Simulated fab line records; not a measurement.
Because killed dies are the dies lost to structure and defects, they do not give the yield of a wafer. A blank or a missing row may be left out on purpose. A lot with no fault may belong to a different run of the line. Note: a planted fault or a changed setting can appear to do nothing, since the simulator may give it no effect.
The tool behind it: which one? + flow gf180mcu + 42 wafers from 14 lots sampled at 3 of the route's 602 steps

## WHAT THE GAUGES READ, wafer by wafer
GF_HV_LDD_CD_MEAS_19 targets a cd of 400 nm. Usual: cd-nm 399.8 nm, standard deviation 2.2.
| lot  | measured     | on        | cd-nm (nm)        | flag |
|------|--------------|-----------|-------------------|------|
| L534 | day 10 20:53 | cd-sem-01 | 404.2 402.0 403.4 |      |
| L535 | day 11 06:52 | cd-sem-01 | 398.4 397.4 395.0 |      |
| L536 | day 11 14:28 | cd-sem-02 | 400.5 401.9 401.2 |      |
| L538 | day 12 08:52 | cd-sem-02 | 399.5 399.0 399.0 |      |
| L539 | day 12 21:25 | cd-sem-01 | 401.4 400.5 401.3 |      |
| L540 | day 13 03:52 | cd-sem-01 | 398.2 397.8 397.3 |      |
| L541 | day 13 19:19 | cd-sem-02 | 400.3 400.2 402.1 |      |
| L543 | day 13 23:37 | cd-sem-02 | 399.8 400.2 400.0 |      |
| L544 | day 14 08:14 | cd-sem-01 | 400.8 399.1 398.2 |      |
| L546 | day 14 16:52 | cd-sem-01 | 397.1 399.5 399.0 |      |
| L547 | day 15 05:22 | cd-sem-01 | 397.8 399.2 399.8 |      |
| L553 | day 17 06:22 | cd-sem-01 | 404.1 401.3 400.4 |      |
| L555 | day 17 10:31 | cd-sem-02 | 400.5 401.0 398.7 |      |
| L557 | day 18 08:11 | cd-sem-01 | 400.7 399.0 399.5 |      |

GF_HV_LDD_OVL_MEAS_20. Usual: for HV_LDD_01_OVL the level is -0.3 nm and the standard deviation is 1.4.
| lot  | measured     | on         | HV_LDD_01_OVL (nm) | flag |
|------|--------------|------------|--------------------|------|
| L534 | day 10 21:00 | overlay-01 | -3.8 -2.1 -1.3     |      |
| L535 | day 11 06:59 | overlay-01 | 0.1 -0.6 -0.7      |      |
| L536 | day 11 14:35 | overlay-02 | 1.2 0.8 -0.7       |      |
| L538 | day 12 08:59 | overlay-01 | 1.5 -0.7 2.0       |      |
| L539 | day 12 21:32 | overlay-01 | -1.1 -1.0 -0.8     |      |
| L540 | day 13 03:59 | overlay-02 | 0.4 0.0 1.1        |      |
| L541 | day 13 19:26 | overlay-02 | -2.3 -1.0 -1.7     |      |
| L543 | day 13 23:44 | overlay-02 | 1.0 -0.2 0.9       |      |
| L544 | day 14 08:21 | overlay-02 | 2.0 0.1 1.8        |      |
| L546 | day 14 16:59 | overlay-02 | -2.0 -1.9 -1.5     |      |
| L547 | day 15 05:27 | overlay-01 | -0.5 0.0 1.0       |      |
| L553 | day 17 06:29 | overlay-02 | -0.7 -3.3 -0.5     |      |
| L555 | day 17 10:38 | overlay-01 | -1.4 0.7 -1.0      |      |
| L557 | day 18 08:17 | overlay-01 | 0.4 0.6 0.2        |      |

GF_HV_LDD_OVL_MEAS_32. Usual: for HV_LDD_02_OVL the level is -1.3 nm and the standard deviation is 1.3.
| lot  | measured     | on         | HV_LDD_02_OVL (nm) | flag |
|------|--------------|------------|--------------------|------|
| L534 | day 11 15:47 | overlay-01 | -1.0 0.9 0.2       |      |
| L535 | day 12 01:35 | overlay-01 | -2.4 -3.8 -1.6     |      |
| L536 | day 12 10:47 | overlay-01 | -1.7 -0.8 -0.9     |      |
| L538 | day 13 04:56 | overlay-02 | -1.6 -1.8 -1.7     |      |
| L539 | day 13 18:59 | overlay-01 | 0.6 0.3 1.0        |      |
| L540 | day 14 00:56 | overlay-01 | -2.4 -3.0 0.2      |      |
| L541 | day 14 15:50 | overlay-02 | 0.4 -2.1 -3.0      |      |
| L543 | day 14 20:53 | overlay-02 | -3.8 -1.6 -1.8     |      |
| L544 | day 15 06:50 | overlay-02 | -3.1 -1.5 -3.3     |      |
| L546 | day 15 15:14 | overlay-01 | -4.3 -1.8 -3.0     |      |
| L547 | day 16 03:27 | overlay-01 | -1.3 -1.2 -0.9     |      |
| L553 | day 18 07:05 | overlay-01 | -0.9 -1.2 -0.8     |      |
| L555 | day 18 10:17 | overlay-01 | -0.1 0.5 -0.2      |      |
| L557 | day 19 09:56 | overlay-01 | -0.1 -1.6 -0.7     |      |

## TOOL THAT RAN EACH LOT (tool first, then ch and the chambers of the sampled wafers, then the start)
No process step before these readings appears in the record.

## WHAT THE TOOLS THEMSELVES READ (means of the sampled wafers that have a number; where no wafer has one, the mark that the record gives instead)
The record holds no such reading with a usual standard deviation.

## THE ANSWER, worked out from the rows above alone
Rule: a lot counts as off when the mean over its wafers that have a number is more than 3 standard deviations away from the usual mean. Also off: a lot with no number at a reading for which 4 or more lots have one. All remaining lots with rows at the step are treated as sound. After the gauges, taken in route order, come the tools' own readings; for these a lot's mean is taken, as printed above. The first step at which some lot is off is used, and at that step the reading that is off furthest; a lot without a number counts as furthest.
Nothing can be told from this: no lot is off at any reading shown.

## WHAT THE SIMULATOR PUT IN
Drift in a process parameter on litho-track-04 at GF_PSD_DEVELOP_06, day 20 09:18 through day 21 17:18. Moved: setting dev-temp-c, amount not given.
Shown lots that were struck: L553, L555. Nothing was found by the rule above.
